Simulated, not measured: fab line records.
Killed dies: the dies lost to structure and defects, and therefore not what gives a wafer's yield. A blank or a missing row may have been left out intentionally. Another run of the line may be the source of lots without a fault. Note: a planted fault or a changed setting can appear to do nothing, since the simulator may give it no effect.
A lot that was struck, set against a sound lot | flow sky130 | 14 out of 708 route steps
Sound: wafers L240.3, L240.4, L240.5. Wafers struck: L235.1, L235.2, L235.5. The cause is given at the end.
Order at every step that has rows: each side's tool, ch and its chambers, its first start. Under that, the readings that differ: sound wafers | struck wafers | difference of the means | sigmas: that difference in standard deviations of wafers without a fault.
alike: words and numbers the same on both sides, and readings whose means are apart by under 2 such deviations; not compared: readings that were withheld, readings missing a value for some wafer, numbers with overlapping values and no deviation given by the record, and bounds like >300 which may hide the same value.
A row with sigmas, a row that says differs or no value, or rows on one side alone: a step with any of these is where the two part. Non-overlapping numbers with no deviation appear without sigmas and do not part them. A reading missing from all wafers of one side parts the sides only when that side holds two or more wafers.

first, 4 steps without rows for these wafers: SKY_PWDE_SOFTBAKE_03; SKY_PWDE_EXPOSE_04 (exposes mask PWDEM, target cd 840 nm); SKY_PWDE_PEB_05; SKY_PWDE_DEVELOP_06 (develop time 60 s).
SKY_PWDE_OVL_MEAS_07:
  sound: overlay-02 at day 8 06:26; struck: overlay-02 at day 7 08:41
  alike: PWDE_OVL
following that, these wafers have no rows for 1 step: SKY_PWDE_IMPLANT_08.
SKY_PWDE_STRIP_09: strips in O2/N2.
  sound on plasmaAsher-04 ch 0,1, day 8 06:39; struck on plasmaAsher-04 ch 0,1, day 7 08:52
  alike: drypumpMotorCurrentA, n2FlowSccm, oesProductAu, stripTimeToEndpointS
  not compared: rfHoursCounterH
SKY_PWDE_TW_MEAS_10:
  sound: filmMetro-04 at day 8 06:44; struck: filmMetro-03 at day 7 08:58
reading | sound       | struck      | difference | sigmas
PWDE_TW | 376 378 377 | 366 367 369 | -10        | -2
then, 4 steps without rows for these wafers: SKY_NWELL_DEHYDRATE_03 (time 60 s); SKY_NWELL_HMDS_04 (prime time 60 s); SKY_NWELL_COAT_05 (resist thk 3000 nm); SKY_NWELL_SOFTBAKE_06.
SKY_NWELL_EXPOSE_07: exposes mask NWM, target cd 840 nm.
  sound on ilineStepper-01 ch 0, day 8 17:41; struck on ilineStepper-02, day 7 19:08
  no value came back on the struck wafers for exposureDoseMJCm2, focusOffsetNm (nm), reticleTempC (C); on the sound wafers exposureDoseMJCm2 reads 254.90 255.02 254.66
  alike: mask
following that, these wafers have no rows for 1 step: SKY_NWELL_PEB_08.

== WHERE THEY PART ==
First at SKY_PWDE_TW_MEAS_10; last, within this record, at SKY_NWELL_EXPOSE_07.

WHY: whatever the simulator had introduced
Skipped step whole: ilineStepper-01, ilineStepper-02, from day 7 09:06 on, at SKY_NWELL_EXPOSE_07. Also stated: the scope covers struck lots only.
